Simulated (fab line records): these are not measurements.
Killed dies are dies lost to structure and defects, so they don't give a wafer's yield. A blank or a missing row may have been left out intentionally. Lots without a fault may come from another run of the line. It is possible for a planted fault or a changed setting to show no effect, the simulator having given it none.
fab line records	flow sky130
record lots=24	wafers=72	last-day=50
route steps=708 shown CONTACT@430 METAL2@498 VIA2@521 CAPM@549
lots that met no fault: from a run of the same line without faults
start-h: start of the lot's first displayed wafer, in hours after the record's first day	wait-h: how many hours have passed since the lot's step before this one	" identical to the entry in the row above	L1.1+2: one row covering several wafers at once	- no value, or no start given	* or withheld: withheld	< > ~ a bound
route shown NAME@n: NAME is a module with steps in the file, n the number in the route of the first one	usual: average and standard deviation across the fault-free wafers	same: alike in all rows	chamber/n: place in a boat	sites: each site's reading	_std_site: how widely they spread, as a standard deviation	_edge_site: mean of outer sites minus mean of inner sites	radius-mm: how far each site lies from the wafer's centre	mask NAME#n: copy n	behind: tool/chamber where the wafer was last shaped	hold: reason for holding the lot/hours on hold/outcome of the hold	device: which transistor (n, p or np) failed to switch	end of line: the tests these same wafers got at the end of their route	where a step has no rows: the recipe by itself	killed: dies that structure and defects cost at the first sort, which is not the same as the wafer's yield	map: a wafer's dies, x killed, . not, _ none there
set.NAME: the setting as run; set.NAME@STEP: as run at that earlier step	model.NAME: the simulator's own value behind a step, which no gauge read
a sample of lots followed through the steps of the route, with each step as a table and each wafer as a row
services: from which hour (start-h, from the record's first day; less than 0 if before it) a tool's chamber was out of use, for how many hours, and why
## steps
# step SKY_CONTACT_CVD_24
# recipe material=W	target-thk-nm=340	time-s=102.12	temp-c=400	pressure-torr=40
# usual heater-power-w=867/19
# same time-s=102.12
lot.wafer	tool	chamber	start-h	wait-h	heater-power-w
L074.4	cvd-w-01	0	742.05	0.1	870
L074.5	"	0	"	"	843
L074.6	"	1	"	"	833
L075.4	cvd-w-02	0	745.26	0.1	888
L075.5	"	1	"	"	888
L075.6	"	0	"	"	863
L076.3	cvd-w-01	1	748.75	0.1	849
L076.4	"	0	"	"	849
L076.6	"	1	"	"	828
L077.1	cvd-w-02	0	762.63	0.0	871
L077.2	"	1	"	"	917
L077.3	"	0	"	"	868
L078.1	cvd-w-02	0	763.78	0.0	892
L078.2	"	1	"	"	879
L078.4	"	0	"	"	856
L079.2	cvd-w-02	0	769.82	0.0	885
L079.3	"	0	"	"	905
L079.6	"	0	"	"	888
L080.3	cvd-w-01	0	775.94	0.1	843
L080.4	"	1	"	"	831
L080.5	"	1	"	"	856
L081.1	cvd-w-01	1	783.90	0.0	866
L081.2	"	0	"	"	874
L081.6	"	0	"	"	873
L082.1	cvd-w-02	1	795.88	0.0	889
L082.3	"	1	"	"	874
L082.6	"	0	"	"	883
L083.2	cvd-w-02	0	800.17	0.0	879
L083.3	"	1	"	"	881
L083.6	"	0	"	"	884
L084.1	cvd-w-01	1	802.56	0.0	855
L084.3	"	1	"	"	830
L084.6	"	0	"	"	856
L085.1	cvd-w-02	1	817.98	0.0	855
L085.2	"	0	"	"	891
L085.6	"	0	"	"	890
L086.1	cvd-w-01	1	822.13	0.0	838
L086.3	"	0	"	"	858
L086.5	"	1	"	"	847
L087.3	cvd-w-02	0	829.95	0.1	852
L087.5	"	1	"	"	879
L087.6	"	0	"	"	873
L088.1	cvd-w-02	0	848.33	0.0	896
L088.2	"	1	"	"	874
L088.3	"	1	"	"	871
L089.2	cvd-w-02	1	852.96	0.0	872
L089.4	"	1	"	"	878
L089.6	"	1	"	"	882
L090.1	cvd-w-01	1	866.82	0.0	830
L090.5	"	1	"	"	869
L090.6	"	0	"	"	892
L091.1	cvd-w-02	1	873.37	0.0	894
L091.2	"	0	"	"	875
L091.5	"	0	"	"	910
L093.1	cvd-w-01	1	879.01	0.0	858
L093.4	"	1	"	"	844
L093.5	"	0	"	"	866
L092.1	cvd-w-02	0	879.26	0.0	901
L092.3	"	1	"	"	858
L092.4	"	0	"	"	889
L094.1	cvd-w-01	1	881.75	0.0	865
L094.4	"	0	"	"	865
L094.6	"	1	"	"	878
L095.1	cvd-w-01	0	909.06	0.0	853
L095.4	"	0	"	"	851
L095.5	"	1	"	"	844
L097.1	cvd-w-01	1	910.32	0.0	872
L097.3	"	0	"	"	858
L097.5	"	0	"	"	871
L096.3	cvd-w-01	1	918.35	0.1	846
L096.4	"	0	"	"	848
L096.5	"	0	"	"	862
# step SKY_METAL2_CD_MEAS_15
# recipe target-cd-nm=140
# usual cd-nm=139.9/1.6
lot.wafer	tool	chamber	start-h	wait-h	cd-nm
L074.4	cd-sem-02	-	825.96	-	142.0
L074.5	"	-	"	"	141.2
L074.6	"	-	"	"	140.2
L075.4	cd-sem-01	-	829.46	-	143.1
L075.5	"	-	"	"	142.8
L075.6	"	-	"	"	142.5
L076.3	cd-sem-02	-	831.19	-	139.4
L076.4	"	-	"	"	139.3
L076.6	"	-	"	"	139.6
L077.1	cd-sem-01	-	843.54	-	141.7
L077.2	"	-	"	"	141.5
L077.3	"	-	"	"	140.1
L078.1	cd-sem-02	-	846.35	-	139.3
L078.2	"	-	"	"	136.9
L078.4	"	-	"	"	138.8
L079.2	cd-sem-01	-	852.46	-	142.3
L079.3	"	-	"	"	141.2
L079.6	"	-	"	"	141.5
L080.3	cd-sem-01	-	858.16	-	141.3
L080.4	"	-	"	"	141.8
L080.5	"	-	"	"	141.1
L081.1	cd-sem-02	-	864.64	-	141.1
L081.2	"	-	"	"	141.7
L081.6	"	-	"	"	140.5
L082.1	cd-sem-01	-	878.42	-	141.3
L082.3	"	-	"	"	141.2
L082.6	"	-	"	"	140.6
L083.2	cd-sem-02	-	882.12	-	142.2
L083.3	"	-	"	"	142.1
L083.6	"	-	"	"	141.2
L084.1	cd-sem-01	-	884.34	-	141.4
L084.3	"	-	"	"	140.9
L084.6	"	-	"	"	139.1
L085.1	cd-sem-02	-	897.92	-	138.2
L085.2	"	-	"	"	139.2
L085.6	"	-	"	"	138.5
L086.1	cd-sem-02	-	903.14	-	137.4
L086.3	"	-	"	"	137.6
L086.5	"	-	"	"	137.8
L087.3	cd-sem-01	-	910.36	-	141.1
L087.5	"	-	"	"	140.1
L087.6	"	-	"	"	139.5
L088.1	cd-sem-01	-	927.85	-	138.7
L088.2	"	-	"	"	138.9
L088.3	"	-	"	"	139.2
L089.2	cd-sem-01	-	932.51	-	138.7
L089.4	"	-	"	"	137.7
L089.6	"	-	"	"	138.1
L090.1	cd-sem-02	-	944.99	-	141.2
L090.5	"	-	"	"	140.9
L090.6	"	-	"	"	140.0
L091.1	cd-sem-02	-	953.37	-	137.3
L091.2	"	-	"	"	138.3
L091.5	"	-	"	"	137.2
L093.1	cd-sem-02	-	956.52	-	141.7
L093.4	"	-	"	"	142.6
L093.5	"	-	"	"	142.0
L092.1	cd-sem-01	-	956.87	-	137.3
L092.3	"	-	"	"	139.1
L092.4	"	-	"	"	136.4
L094.1	cd-sem-01	-	960.05	-	138.6
L094.4	"	-	"	"	139.9
L094.6	"	-	"	"	138.6
L095.1	cd-sem-01	-	986.11	-	139.2
L095.4	"	-	"	"	140.0
L095.5	"	-	"	"	139.3
L097.1	cd-sem-01	-	986.60	-	137.3
L097.3	"	-	"	"	136.5
L097.5	"	-	"	"	137.1
L096.3	cd-sem-01	-	993.61	-	139.5
L096.4	"	-	"	"	140.4
L096.5	"	-	"	"	141.4
# step SKY_METAL2_ETCH_18
# recipe chemistry=N2/H2	target=BARC	ion-energy-ev=200	bias-w=100	pressure-mtorr=30	n2-flow-sccm=100	h2-flow-sccm=200	icp-w=500	stop-on=SiO2	time-s=45.9	target-depth-a=600
# usual drypump-motor-current-A=5.8/0.45	h2-flow-sccm=200.1/0.61	oes-product-au=0.855/0.005	throttle-valve-pct=13.224/0.0083
# same time-s=45.9
lot.wafer	tool	chamber	start-h	wait-h	drypump-motor-current-A	h2-flow-sccm	oes-product-au	rf-hours-counter-h	throttle-valve-pct
L074.4	rie-metal-01	0	826.11	0.0	5.5	199.0	0.856	-	13.222
L074.5	"	0	"	"	5.4	199.8	0.850	-	13.218
L074.6	"	1	"	"	5.3	199.4	0.852	-	13.241
L075.4	rie-metal-04	1	829.68	0.1	6.0	200.3	0.862	-	13.221
L075.5	"	1	"	"	6.0	200.8	0.844	-	13.232
L075.6	"	1	"	"	6.0	200.1	0.849	-	13.228
L076.3	rie-metal-03	1	831.36	0.0	6.4	200.5	0.853	-	13.221
L076.4	"	0	"	"	5.4	200.2	0.859	-	13.214
L076.6	"	0	"	"	5.4	199.1	0.858	-	13.226
L077.1	rie-metal-03	1	843.72	0.0	6.4	199.4	0.848	8	13.211
L077.2	"	0	"	"	5.5	200.0	0.855	13	13.222
L077.3	"	0	"	"	5.5	199.7	0.844	-	13.223
L078.1	rie-metal-01	0	846.54	0.0	5.5	200.5	0.857	14	13.209
L078.2	"	1	"	"	5.3	200.6	0.851	8	13.235
L078.4	"	1	"	"	5.3	200.3	0.854	-	13.215
L079.2	rie-metal-04	0	852.68	0.1	6.4	200.9	0.853	-	13.222
L079.3	"	0	"	"	6.3	201.6	0.857	-	13.217
L079.6	"	0	"	"	6.3	199.9	0.859	-	13.208
L080.3	rie-metal-01	0	858.33	0.0	5.4	199.7	0.855	-	13.222
L080.4	"	1	"	"	5.3	199.6	0.847	-	13.229
L080.5	"	1	"	"	5.3	200.3	0.865	-	13.240
L081.1	rie-metal-04	0	864.85	0.1	6.4	201.1	0.852	8	13.202
L081.2	"	0	"	"	6.3	199.6	0.848	-	13.215
L081.6	"	0	"	"	6.3	199.6	0.860	-	13.219
L082.1	rie-metal-04	0	878.61	0.0	6.3	199.9	0.858	8	13.228
L082.3	"	0	"	"	6.3	198.5	0.863	-	13.213
L082.6	"	1	"	"	6.0	198.6	0.854	-	13.229
L083.2	rie-metal-01	0	882.29	0.0	5.4	198.8	0.849	15	13.222
L083.3	"	1	"	"	5.3	199.2	0.857	-	13.227
L083.6	"	1	"	"	5.3	199.8	0.862	-	13.230
L084.1	rie-metal-04	0	884.52	0.0	6.4	200.3	0.848	9	13.218
L084.3	"	0	"	"	6.3	199.9	0.846	-	13.210
L084.6	"	1	"	"	6.0	200.8	0.850	-	13.233
L085.1	rie-metal-04	0	898.11	0.0	6.4	200.3	0.855	9	13.214
L085.2	"	1	"	"	6.0	200.7	0.850	1	13.222
L085.6	"	1	"	"	6.0	200.1	0.855	-	13.229
L086.1	rie-metal-01	1	903.32	0.0	5.3	200.4	0.859	10	13.224
L086.3	"	0	"	"	5.4	200.3	0.858	-	13.225
L086.5	"	0	"	"	5.4	200.1	0.850	-	13.221
L087.3	rie-metal-03	1	910.53	0.0	6.4	199.3	0.849	-	13.236
L087.5	"	0	"	"	5.5	199.8	0.861	-	13.209
L087.6	"	1	"	"	6.4	199.8	0.859	-	13.220
L088.1	rie-metal-01	1	928.09	0.1	5.3	199.3	0.846	12	13.216
L088.2	"	1	"	"	5.3	200.3	0.858	-	13.226
L088.3	"	1	"	"	5.3	200.4	0.859	-	13.227
L089.2	rie-metal-01	1	932.67	0.0	5.3	201.5	0.853	12	13.212
L089.4	"	1	"	"	5.3	200.0	0.852	-	13.221
L089.6	"	1	"	"	5.3	200.1	0.861	-	13.221
L090.1	rie-metal-03	0	945.17	0.0	5.4	199.2	0.847	18	13.225
L090.5	"	1	"	"	6.3	200.5	0.848	-	13.214
L090.6	"	0	"	"	5.5	200.0	0.859	-	13.223
L091.1	rie-metal-03	0	953.56	0.0	5.4	199.0	0.846	18	13.231
L091.2	"	1	"	"	6.4	200.8	0.854	13	13.231
L091.5	"	0	"	"	5.4	199.9	0.852	-	13.212
L093.1	rie-metal-01	0	956.71	0.0	5.4	199.8	0.856	1	13.223
L093.4	"	1	"	"	5.3	199.9	0.864	-	13.209
L093.5	"	0	"	"	5.4	199.7	0.860	-	13.235
L092.1	rie-metal-03	1	957.06	0.0	6.3	200.1	0.854	14	13.224
L092.3	"	1	"	"	6.4	200.3	0.861	-	13.228
L092.4	"	0	"	"	5.5	200.3	0.856	-	13.232
L094.1	rie-metal-01	1	960.24	0.0	5.3	200.5	0.851	14	13.215
L094.4	"	1	"	"	5.3	199.5	0.858	-	13.227
L094.6	"	1	"	"	5.3	200.2	0.861	-	13.220
L095.1	rie-metal-04	0	986.29	0.0	6.3	200.0	0.861	13	13.227
L095.4	"	1	"	"	5.9	200.1	0.853	-	13.231
L095.5	"	1	"	"	6.0	201.0	0.858	-	13.214
L097.1	rie-metal-01	0	986.79	0.0	5.4	200.9	0.855	3	13.238
L097.3	"	1	"	"	5.3	200.1	0.853	-	13.217
L097.5	"	1	"	"	5.3	200.3	0.862	-	13.224
L096.3	rie-metal-03	0	993.78	0.0	5.5	201.3	0.852	-	13.224
L096.4	"	1	"	"	6.3	200.5	0.861	-	13.225
L096.5	"	0	"	"	5.4	200.7	0.854	-	13.225
# step SKY_VIA2_ETCH_14
# recipe chemistry=N2/H2	target=BARC	ion-energy-ev=200	source-w=500	bias-w=100	pressure-mtorr=30	n2-flow-sccm=100	h2-flow-sccm=200	stop-on=SiO2	time-s=47.49	target-depth-a=600
# usual drypump-motor-current-A=5.8/0.46	h2-flow-sccm=200.0/0.58	oes-product-au=0.847/0.0047	throttle-valve-pct=13.223/0.0092
# same time-s=47.49
lot.wafer	tool	chamber	start-h	wait-h	drypump-motor-current-A	h2-flow-sccm	oes-product-au	rf-hours-counter-h	throttle-valve-pct
L074.4	rie-diel-04	0	853.48	0.0	6.0	199.7	0.845	8	13.220
L074.5	"	3	"	"	5.6	200.4	0.848	-	13.222
L074.6	"	2	"	"	5.8	201.0	0.847	-	13.221
L075.4	rie-diel-01	0	856.13	0.0	6.1	199.3	0.840	2	13.227
L075.5	"	3	"	"	6.7	200.2	0.854	-	13.221
L075.6	"	0	"	"	6.1	199.3	0.841	-	13.217
L076.3	rie-diel-04	3	858.62	0.0	5.6	199.5	0.849	2	13.231
L076.4	"	0	"	"	6.1	200.3	0.847	9	13.224
L076.6	"	3	"	"	5.6	199.2	0.841	-	13.225
L077.1	rie-diel-03	3	869.68	0.0	5.8	199.5	0.846	11	13.233
L077.2	"	1	"	"	5.3	199.5	0.840	16	13.205
L077.3	"	2	"	"	5.0	199.9	0.847	4	13.232
L078.1	rie-diel-04	2	873.38	0.0	5.7	199.5	0.854	5	13.204
L078.2	"	0	"	"	6.1	200.0	0.845	9	13.218
L078.4	"	2	"	"	5.7	199.7	0.843	-	13.210
L079.2	rie-diel-04	2	879.08	0.0	5.7	199.5	0.844	5	13.227
L079.3	"	1	"	"	6.5	200.0	0.836	8	13.241
L079.6	"	1	"	"	6.4	201.2	0.846	-	13.220
L080.3	rie-diel-03	2	885.19	0.0	5.0	200.0	0.849	5	13.204
L080.4	"	2	"	"	5.0	200.6	0.853	-	13.230
L080.5	"	3	"	"	5.8	199.3	0.851	-	13.212
L081.1	rie-diel-04	0	891.14	0.0	6.1	200.4	0.848	10	13.235
L081.2	"	2	"	"	5.7	199.5	0.843	5	13.200
L081.6	"	3	"	"	5.6	200.5	0.851	-	13.219
L082.1	rie-diel-01	0	904.58	0.0	6.1	199.9	0.845	3	13.222
L082.3	"	3	"	"	6.7	199.8	0.839	14	13.231
L082.6	"	0	"	"	6.1	200.9	0.849	-	13.226
L083.2	rie-diel-03	3	908.88	0.0	5.8	201.0	0.841	13	13.222
L083.3	"	1	"	"	5.3	199.3	0.845	17	13.229
L083.6	"	1	"	"	5.3	200.0	0.853	-	13.234
L084.1	rie-diel-01	1	911.09	0.0	5.7	199.4	0.844	5	13.242
L084.3	"	2	"	"	6.1	200.0	0.842	12	13.222
L084.6	"	2	"	"	6.1	199.5	0.847	-	13.229
L085.1	rie-diel-04	2	924.19	0.0	5.7	199.8	0.841	6	13.217
L085.2	"	3	"	"	5.6	200.1	0.849	4	13.225
L085.6	"	0	"	"	6.1	199.7	0.849	-	13.225
L086.1	rie-diel-03	3	929.44	0.0	5.8	200.0	0.847	13	13.225
L086.3	"	1	"	"	5.3	199.3	0.854	18	13.225
L086.5	"	2	"	"	5.0	200.8	0.855	-	13.225
L087.3	rie-diel-01	0	936.39	0.0	6.1	199.0	0.848	4	13.235
L087.5	"	2	"	"	6.1	199.3	0.852	-	13.224
L087.6	"	1	"	"	5.7	201.0	0.849	-	13.212
L088.1	rie-diel-01	0	954.78	0.0	6.1	200.2	0.843	5	13.206
L088.2	"	2	"	"	6.1	201.2	0.841	13	13.207
L088.3	"	1	"	"	5.7	200.4	0.840	6	13.227
L089.2	rie-diel-01	0	958.08	0.0	6.1	199.5	0.852	5	13.212
L089.4	"	3	"	"	6.7	200.6	0.852	16	13.229
L089.6	"	2	"	"	6.1	201.5	0.846	-	13.227
L090.1	rie-diel-03	1	970.28	0.0	5.3	200.5	0.845	19	13.222
L090.5	"	1	"	"	5.3	199.8	0.851	-	13.235
L090.6	"	2	"	"	5.0	200.6	0.845	-	13.228
L091.1	rie-diel-03	0	979.94	0.0	5.8	199.9	0.850	2	13.229
L091.2	"	3	"	"	5.8	200.1	0.845	15	13.215
L091.5	"	3	"	"	5.8	199.8	0.849	-	13.223
L093.1	rie-diel-03	3	981.87	0.0	5.8	199.9	0.848	15	13.226
L093.4	"	0	"	"	5.8	200.0	0.849	2	13.216
L093.5	"	2	"	"	5.0	199.4	0.841	-	13.210
L092.1	rie-diel-03	3	982.84	0.0	5.8	199.7	0.843	15	13.226
L092.3	"	2	"	"	5.0	200.1	0.846	8	13.217
L092.4	"	0	"	"	5.8	197.9	0.847	2	13.234
L094.1	rie-diel-04	3	986.14	0.0	5.6	199.5	0.844	6	13.227
L094.4	"	1	"	"	6.5	199.9	0.853	11	13.219
L094.6	"	2	"	"	5.7	199.3	0.839	-	13.217
L095.1	rie-diel-03	1	1011.03	0.0	5.3	200.0	0.843	20	13.220
L095.4	"	3	"	"	5.8	199.4	0.848	15	13.238
L095.5	"	1	"	"	5.3	200.5	0.847	-	13.228
L097.1	rie-diel-03	2	1012.18	0.0	5.0	199.5	0.842	9	13.232
L097.3	"	3	"	"	5.9	199.3	0.851	15	13.207
L097.5	"	3	"	"	5.9	198.9	0.851	-	13.227
L096.3	rie-diel-04	3	1017.79	0.0	5.6	200.5	0.848	7	13.215
L096.4	"	2	"	"	5.7	199.8	0.851	9	13.231
L096.5	"	3	"	"	5.6	200.1	0.843	-	13.204
# step SKY_VIA2_CMP_24
# recipe stop-on=SiO2	t-overpolish-s=20	down-force-psi=3.5	platen-rpm=60	target-thk-nm=0	pad-velocity-m-s=0.94248
# usual motor-current-A=11.4/0.96	overpolish-run-s=20.000/0.0096	time-to-endpoint-s=103/4.1
# same t-overpolish-s=20
lot.wafer	tool	chamber	start-h	wait-h	motor-current-A	overpolish-run-s	time-to-endpoint-s
L074.4	cmp-01	1	854.92	0.2	12.4	19.994	102
L074.5	"	2	"	"	13.0	20.003	101
L074.6	"	3	"	"	11.9	19.998	100
L075.4	cmp-01	1	857.30	0.1	12.3	20.004	103
L075.6	"	3	"	"	12.1	19.993	100
L075.5	"	0	"	"	11.4	19.997	100
L076.3	cmp-01	2	859.83	0.1	12.3	20.007	98
L076.4	"	3	"	"	11.9	20.012	101
L076.6	"	0	"	"	11.4	20.015	99
L077.3	cmp-02	1	870.78	0.0	11.5	19.984	108
L077.2	"	2	"	"	12.2	19.986	104
L077.1	"	0	"	"	9.6	19.994	103
L078.4	cmp-02	3	874.53	0.1	10.9	20.000	105
L078.1	"	0	"	"	9.7	19.997	103
L078.2	"	1	"	"	11.4	20.012	102
L079.2	cmp-02	2	880.18	0.0	12.5	19.991	102
L079.3	"	1	"	"	11.1	19.999	109
L079.6	"	2	"	"	12.2	19.985	103
L080.4	cmp-01	0	886.26	0.0	11.2	19.989	100
L080.3	"	1	"	"	12.7	19.987	96
L080.5	"	1	"	"	12.6	19.992	97
L081.2	cmp-02	3	892.34	0.1	10.8	20.007	109
L081.1	"	0	"	"	10.3	19.994	107
L081.6	"	2	"	"	12.3	19.991	110
L082.3	cmp-02	3	905.64	0.0	10.1	20.002	109
L082.1	"	2	"	"	12.5	20.002	111
L082.6	"	0	"	"	10.1	20.012	108
L083.2	cmp-02	3	909.95	0.0	10.5	20.013	110
L083.3	"	0	"	"	10.1	20.005	103
L083.6	"	0	"	"	9.7	20.006	105
L084.1	cmp-01	1	912.26	0.1	12.7	20.005	101
L084.3	"	2	"	"	13.3	20.006	97
L084.6	"	0	"	"	11.3	19.997	98
L085.2	cmp-02	1	925.60	0.2	12.1	20.009	108
L085.1	"	3	"	"	9.8	19.991	104
L085.6	"	0	"	"	9.6	20.012	103
L086.3	cmp-02	1	930.55	0.0	11.7	20.004	105
L086.1	"	2	"	"	12.0	20.007	105
L086.5	"	1	"	"	12.2	20.011	104
L087.3	cmp-02	3	937.64	0.1	11.1	20.007	102
L087.5	"	2	"	"	11.4	19.990	105
L087.6	"	3	"	"	10.3	19.990	107
L088.1	cmp-02	3	955.89	0.1	11.2	19.988	104
L088.2	"	0	"	"	10.3	20.003	99
L088.3	"	1	"	"	11.8	19.999	108
L089.4	cmp-02	2	959.27	0.1	12.6	20.010	100
L089.2	"	3	"	"	10.7	19.999	103
L089.6	"	0	"	"	9.8	20.017	95
L090.1	cmp-01	1	971.39	0.1	12.1	19.991	99
L090.6	"	0	"	"	10.7	20.004	102
L090.5	"	1	"	"	12.3	20.002	97
L091.1	cmp-02	3	981.05	0.1	10.5	19.992	97
L091.2	"	2	"	"	12.9	19.998	97
L091.5	"	0	"	"	10.2	19.988	94
L093.4	cmp-02	2	983.03	0.1	12.5	19.992	104
L093.1	"	0	"	"	10.0	20.014	99
L093.5	"	2	"	"	12.2	20.004	99
L092.4	cmp-02	3	984.01	0.1	10.8	20.008	101
L092.3	"	0	"	"	10.6	19.982	98
L092.1	"	1	"	"	11.8	19.977	99
L094.1	cmp-02	3	987.57	0.4	10.4	19.992	100
L094.4	"	0	"	"	9.7	19.996	95
L094.6	"	2	"	"	12.3	19.999	99
L095.1	cmp-01	2	1012.55	0.5	12.7	19.997	99
L095.4	"	3	"	"	11.2	20.003	105
L095.5	"	3	"	"	11.4	20.009	102
L097.3	cmp-01	2	1013.33	0.0	12.6	19.997	106
L097.1	"	1	"	"	11.6	19.994	105
L097.5	"	3	"	"	11.7	20.007	108
L096.4	cmp-01	0	1019.00	0.1	10.9	19.992	103
L096.3	"	1	"	"	12.1	19.993	104
L096.5	"	3	"	"	11.4	20.011	104
# step SKY_CAPM_OVL_MEAS_12
# usual CAPM_OVL=0.1/1.5
lot.wafer	tool	chamber	start-h	wait-h	CAPM_OVL[nm]
L074.4	overlay-02	-	881.17	0.1	0.9
L074.5	"	-	"	"	1.5
L074.6	"	-	"	"	0.8
L075.4	overlay-01	-	883.62	0.1	-1.4
L075.5	"	-	"	"	-1.7
L075.6	"	-	"	"	-2.6
L076.3	overlay-02	-	886.28	0.1	1.5
L076.4	"	-	"	"	-0.2
L076.6	"	-	"	"	1.5
L077.1	overlay-02	-	896.37	0.1	1.3
L077.2	"	-	"	"	0.3
L077.3	"	-	"	"	2.8
L078.1	overlay-01	-	900.33	0.1	0.7
L078.2	"	-	"	"	1.6
L078.4	"	-	"	"	3.0
L079.2	overlay-02	-	906.73	0.1	1.9
L079.3	"	-	"	"	-1.8
L079.6	"	-	"	"	-1.7
L080.3	overlay-01	-	912.03	0.1	1.8
L080.4	"	-	"	"	1.0
L080.5	"	-	"	"	0.0
L081.1	overlay-02	-	918.03	0.1	2.1
L081.2	"	-	"	"	-0.8
L081.6	"	-	"	"	1.1
L082.1	overlay-02	-	930.80	0.1	2.2
L082.3	"	-	"	"	1.8
L082.6	"	-	"	"	0.7
L083.2	overlay-02	-	934.56	0.1	-0.3
L083.3	"	-	"	"	1.4
L083.6	"	-	"	"	0.5
L084.1	overlay-01	-	937.17	0.1	0.7
L084.3	"	-	"	"	1.6
L084.6	"	-	"	"	2.2
L085.1	overlay-01	-	950.10	0.1	-0.2
L085.2	"	-	"	"	1.6
L085.6	"	-	"	"	0.6
L086.1	overlay-01	-	960.33	0.1	1.2
L086.3	"	-	"	"	1.6
L086.5	"	-	"	"	-0.4
L087.3	overlay-02	-	962.89	0.1	-1.6
L087.5	"	-	"	"	-1.9
L087.6	"	-	"	"	-2.3
L088.1	overlay-01	-	980.05	0.1	1.3
L088.2	"	-	"	"	1.0
L088.3	"	-	"	"	2.0
L089.2	overlay-01	-	983.31	0.1	-0.3
L089.4	"	-	"	"	-2.0
L089.6	"	-	"	"	-1.3
L090.1	overlay-02	-	995.95	0.1	0.6
L090.5	"	-	"	"	-2.8
L090.6	"	-	"	"	0.2
L091.1	overlay-02	-	1004.58	0.1	-1.5
L091.2	"	-	"	"	0.3
L091.5	"	-	"	"	0.1
L093.1	overlay-01	-	1007.63	0.1	-1.9
L093.4	"	-	"	"	-3.1
L093.5	"	-	"	"	-0.7
L092.1	overlay-01	-	1008.57	0.1	-1.4
L092.3	"	-	"	"	-2.1
L092.4	"	-	"	"	-2.1
L094.1	overlay-02	-	1011.67	0.1	-3.0
L094.4	"	-	"	"	-1.3
L094.6	"	-	"	"	-2.8
L095.1	overlay-02	-	1035.10	0.1	2.3
L095.4	"	-	"	"	1.1
L095.5	"	-	"	"	0.9
L097.1	overlay-01	-	1036.28	0.1	-0.3
L097.3	"	-	"	"	-1.0
L097.5	"	-	"	"	0.4
L096.3	overlay-01	-	1041.39	0.1	-1.1
L096.4	"	-	"	"	-0.5
L096.5	"	-	"	"	-0.9
## services
tool	chamber	start-h	hours	kind
cmp-02	-	723.58	0.4	repair
cmp-02	-	729.09	0.8	repair
cmp-01	-	744.24	4.0	pm
cmp-02	-	769.08	4.0	repair
rie-diel-03	0	770.20	2.1	repair
cmp-02	-	803.72	0.6	repair
rie-diel-03	2	847.44	4.3	repair
rie-metal-01	-	854.11	0.7	repair
cvd-w-01	-	886.63	1.1	repair
cvd-w-02	-	904.00	14.0	pm
rie-diel-03	-	905.57	2.8	pm
rie-metal-01	0	905.86	4.1	repair
rie-metal-01	-	908.66	3.4	repair
cmp-02	-	912.02	4.0	pm
cvd-w-02	1	913.29	14.8	repair
cvd-w-02	1	934.61	8.5	repair
cmp-02	-	952.55	3.2	repair
rie-metal-01	-	952.88	0.2	repair
rie-diel-03	-	984.63	14.6	pm
cmp-02	-	1002.83	0.5	repair
rie-diel-03	3	1003.34	2.5	repair
rie-diel-03	-	1005.58	0.5	repair
cmp-02	-	1010.64	2.9	pm
cvd-w-02	-	1014.34	1.5	repair
## key
fault none
